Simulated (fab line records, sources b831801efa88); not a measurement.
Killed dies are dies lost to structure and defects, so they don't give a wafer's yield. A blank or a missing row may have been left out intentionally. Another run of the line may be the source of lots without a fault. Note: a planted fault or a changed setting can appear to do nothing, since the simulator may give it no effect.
Chamber matching | flow gf180mcu | GF_V3_CVD_02 on pecvd-04: 3 sister chambers
The step deposits SiO2 from TEOS, target thk 850 nm, time 94.851 s. 3 wafers are shown with their chamber, then 8 later ones without.

== WAFERS PAIRED WITH THEIR CHAMBERS ==
wafer  | chamber | heater_power_w (W)
L490.5 | 2       | 729
L497.6 | 1       | 586
L501.1 | 0       | 768

== WAFERS WHOSE CHAMBER IS MISSING ==
wafer  | heater_power_w (W)
L501.2 | 627
L501.6 | 701
L504.1 | 748
L504.2 | 774
L504.3 | 612
L505.1 | 751
L505.3 | 609
L505.4 | 693

== CHAMBER TAKEN BY EACH ==
wafer  | from the rows above     | in truth
L501.2 | 1                       | 1
L501.6 | can't be placed: 2 or 0 | 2
L504.1 | can't be placed: 2 or 0 | 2
L504.2 | can't be placed: 0 or 2 | 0
L504.3 | 1                       | 1
L505.1 | can't be placed: 0 or 2 | 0
L505.3 | 1                       | 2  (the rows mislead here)
L505.4 | can't be placed: 2 or 0 | 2
Placed correctly: 2 of 8. These rows do not allow placing 5 (true chamber among the candidates in 5). Number placed wrongly: 1.
How it was worked out, from the rows above alone: a wafer's distance from a chamber is the root of the sum, over the readings, of the square of ((its reading less the chamber's mean) divided by the reading's scatter). The wafer belongs to the nearest chamber; if the next one is less than 2 further off, it can't be placed. A chamber's mean is the mean of its shown wafers. The scatter (one wafer shown for each chamber): square how far every hidden wafer sits from the nearest shown wafer, average those squares and take the square root.
